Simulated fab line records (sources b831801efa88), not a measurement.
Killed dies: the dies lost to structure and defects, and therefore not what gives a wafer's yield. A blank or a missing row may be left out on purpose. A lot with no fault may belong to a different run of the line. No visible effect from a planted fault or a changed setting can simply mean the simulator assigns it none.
The tool behind it: which one?    flow gf180mcu    11 lots, 33 wafers sampled, at 7 steps of a route of 602

WHAT EACH GAUGE READ, for each wafer
GF_HV_LDD_TW_MEAS_50.
lot   measured      on             HV_LDD_4_TW
L182  day 12 11:55  film-metro-04  570 569 569
L183  day 12 16:59  film-metro-02  559 561 559
L184  day 13 01:07  film-metro-02  562 563 562
L188  day 14 09:14  film-metro-04  575 576 573
L190  day 15 01:20  film-metro-02  566 562 561
L191  day 15 10:22  film-metro-02  565 562 561
L194  day 16 07:27  film-metro-02  557 560 560
L195  day 16 18:02  film-metro-01  565 564 562
L202  day 19 04:13  film-metro-02  560 559 558
L203  day 19 14:07  film-metro-04  572 569 570
L204  day 20 01:14  film-metro-04  574 574 576

GF_PSD_OVL_MEAS_08.
lot   measured      on          PSD_OVL (nm)
L182  day 14 05:59  overlay-01  -0.2 -0.4 -0.1
L183  day 14 11:59  overlay-02  -0.3 1.2 -0.2
L184  day 14 21:59  overlay-02  0.1 0.5 0.7
L188  day 16 08:51  overlay-02  -0.2 1.4 -0.3
L190  day 16 23:46  overlay-01  -0.9 -0.2 -1.3
L191  day 17 09:48  overlay-02  0.7 2.2 0.0
L194  day 18 09:23  overlay-02  -1.8 0.4 -1.7
L195  day 18 20:14  overlay-01  0.7 0.3 2.4
L202  day 21 08:23  overlay-02  -2.3 0.1 -0.6
L203  day 21 16:40  overlay-02  -0.3 -0.5 0.2
L204  day 22 04:34  overlay-01  0.1 -1.1 0.3

GF_PSD_TW_MEAS_11.
lot   measured      on             PSD_TW
L182  day 14 06:16  film-metro-04  3181 3194 3195
L183  day 14 12:16  film-metro-04  3194 3204 3197
L184  day 14 22:17  film-metro-03  3185 3181 3199
L188  day 16 09:08  film-metro-04  3166 3179 3178
L190  day 17 00:03  film-metro-01  3160 3157 3153
L191  day 17 10:05  film-metro-01  3156 3148 3136
L194  day 18 09:40  film-metro-04  2946 2946 2942
L195  day 18 20:32  film-metro-03  2913 2927 2908
L202  day 21 08:41  film-metro-03  3140 3147 3178
L203  day 21 16:57  film-metro-04  3172 3180 3196
L204  day 22 04:52  film-metro-03  3175 3176 3164

GF_PSD_RS_MEAS_15: measures by four-point-probe.
lot   measured      on             PSD_RS (ohm/sq)
L182  day 14 06:37  film-metro-03  108.8 108.7 108.9
L183  day 14 12:38  film-metro-03  108.9 108.9 108.7
L184  day 14 22:38  film-metro-03  108.5 108.8 108.5
L188  day 16 09:28  film-metro-03  108.8 108.8 108.7
L190  day 17 00:22  film-metro-03  108.2 108.3 108.5
L191  day 17 10:25  film-metro-01  108.7 108.7 108.5
L194  day 18 10:01  film-metro-01  124.2 124.3 124.3
L195  day 18 20:50  film-metro-04  124.6 124.5 124.3
L202  day 21 09:01  film-metro-03  109.6 109.2 109.4
L203  day 21 17:16  film-metro-03  109.1 109.1 109.0
L204  day 22 05:11  film-metro-01  108.2 107.8 108.2

WHAT TOOL EACH LOT RAN ON (gives the tool, then ch and the chambers of the sampled wafers, and finally the start)
lot   GF_POLY_GATE_ETCH_12                GF_PSD_IMPLANT_09                GF_PSD_STRIP_10
L182  rie-diel-03 ch 0,1,3, day 9 07:04   implanter-01 ch 0, day 14 06:03  plasma-asher-03 ch 0,1, day 14 06:11
L183  rie-diel-02 ch 1,2,3, day 9 11:41   implanter-02 ch 0, day 14 12:02  plasma-asher-03 ch 1, day 14 12:10
L184  rie-diel-04 ch 0,1,2, day 9 20:59   implanter-01 ch 0, day 14 22:05  plasma-asher-01 ch 0,1, day 14 22:11
L188  rie-diel-03 ch 0,2, day 11 00:44    implanter-02 ch 0, day 16 08:54  plasma-asher-03 ch 0,1, day 16 09:02
L190  rie-diel-03 ch 0,2, day 11 12:53    implanter-02 ch 0, day 16 23:48  plasma-asher-03 ch 0,1, day 16 23:57
L191  rie-diel-03 ch 1,2,3, day 11 21:43  implanter-02 ch 0, day 17 09:51  plasma-asher-01 ch 0,1, day 17 09:59
L194  rie-diel-02 ch 0,3, day 12 16:38    implanter-02 ch 0, day 18 09:27  plasma-asher-02 ch 0,1, day 18 09:35
L195  rie-diel-02 ch 2,3, day 12 22:40    implanter-02 ch 0, day 18 20:17  plasma-asher-03 ch 0,1, day 18 20:26
L202  rie-diel-04 ch 1,2, day 15 05:19    implanter-01 ch 0, day 21 08:27  plasma-asher-02 ch 0,1, day 21 08:34
L203  rie-diel-04 ch 1,3, day 15 12:41    implanter-01 ch 0, day 21 16:42  plasma-asher-02 ch 0,1, day 21 16:51
L204  rie-diel-03 ch 2,3, day 15 21:52    implanter-03 ch 0, day 22 04:38  plasma-asher-03 ch 0,1, day 22 04:45
- GF_POLY_GATE_ETCH_12: etches BARC in N2/H2.
- GF_PSD_IMPLANT_09
- GF_PSD_STRIP_10: strips in O2/N2.

WHAT THE TOOLS THEMSELVES READ (means of the sampled wafers that have a number; where no wafer has one, the mark that the record gives instead)
GF_POLY_GATE_ETCH_12.
lot   tool         drypump-motor-current-A (A)  oes-product-au (a.u.)  rf-fwd-power-W (W)  throttle-valve-pct (%)
L182  rie-diel-03  5.4                          0.739                  493.0               13.220
L183  rie-diel-02  5.2                          0.733                  496.0               13.222
L184  rie-diel-04  5.9                          0.730                  494.3               13.207
L188  rie-diel-03  5.6                          0.732                  494.9               13.216
L190  rie-diel-03  5.9                          0.739                  496.0               13.213
L191  rie-diel-03  5.8                          0.736                  493.0               13.215
L194  rie-diel-02  6.0                          0.738                  494.7               13.214
L195  rie-diel-02  5.3                          0.737                  493.9               13.214
L202  rie-diel-04  6.3                          0.737                  494.4               13.198
L203  rie-diel-04  6.5                          0.732                  494.3               13.205
L204  rie-diel-03  6.0                          0.736                  493.5               13.212

GF_PSD_IMPLANT_09.
lot   tool          beam-energy-keV  tilt-deg (degrees)
L182  implanter-01  40.005           6.994
L183  implanter-02  39.983           6.995
L184  implanter-01  40.007           7.011
L188  implanter-02  39.992           7.011
L190  implanter-02  39.997           7.014
L191  implanter-02  39.989           7.016
L194  implanter-02  29.759           6.978
L195  implanter-02  29.772           6.998
L202  implanter-01  39.994           7.011
L203  implanter-01  39.990           7.019
L204  implanter-03  39.994           7.010

GF_PSD_STRIP_10.
lot   tool             drypump-motor-current-A (A)  heater-power-w (W)  oes-product-au (a.u.)  strip-time-to-endpoint-s (s)
L182  plasma-asher-03  5.89                         355                 0.596                  16.52
L183  plasma-asher-03  6.24                         355                 0.594                  16.52
L184  plasma-asher-01  6.19                         366                 0.592                  16.53
L188  plasma-asher-03  6.08                         353                 0.592                  16.52
L190  plasma-asher-03  5.91                         361                 0.592                  16.52
L191  plasma-asher-01  6.09                         365                 0.592                  16.51
L194  plasma-asher-02  5.97                         326                 0.614                  15.59
L195  plasma-asher-03  6.07                         353                 0.616                  15.59
L202  plasma-asher-02  5.79                         349                 0.592                  16.52
L203  plasma-asher-02  5.98                         329                 0.590                  16.57
L204  plasma-asher-03  6.10                         349                 0.593                  16.56

THE ANSWER, worked out from the rows above alone
Rule: the lots themselves supply what counts as usual. The widest of any qualifying gaps counts: lots, ordered by their means at a reading, are off when they make up no more than a third of the lots, leave a main group of 4 or more, and stand apart from it by 3 or more times the standard deviation of that group's means. The tables above print the reading to a certain number of digits; a main group whose means all agree to those digits is not used. Also off: a lot with no number at a reading for which 4 or more lots have one. Where the step has rows for the other lots, those lots are counted as sound. First the gauges in route order, then the tools' own readings, where a lot's mean is used as printed above. The first step at which some lot is off is used, and at that step the reading that is off furthest; a lot without a number counts as furthest.
Off: L194, L195, at GF_PSD_TW_MEAS_11 (PSD_TW). The main group: mean 3174, standard deviation 17.
If a tool, at a process step before that reading, ran all the lots that are off and no sound lot after the first of them, it fits. The gauges at GF_PSD_TW_MEAS_11 aren't tried: what is off there is off at GF_PSD_IMPLANT_09 too, on other tools, and a gauge's error can't cause that. This does not decide it: 2 tools fit, namely rie-diel-02 at GF_POLY_GATE_ETCH_12 and implanter-02 at GF_PSD_IMPLANT_09.

WHAT THE SIMULATOR HAD INSERTED
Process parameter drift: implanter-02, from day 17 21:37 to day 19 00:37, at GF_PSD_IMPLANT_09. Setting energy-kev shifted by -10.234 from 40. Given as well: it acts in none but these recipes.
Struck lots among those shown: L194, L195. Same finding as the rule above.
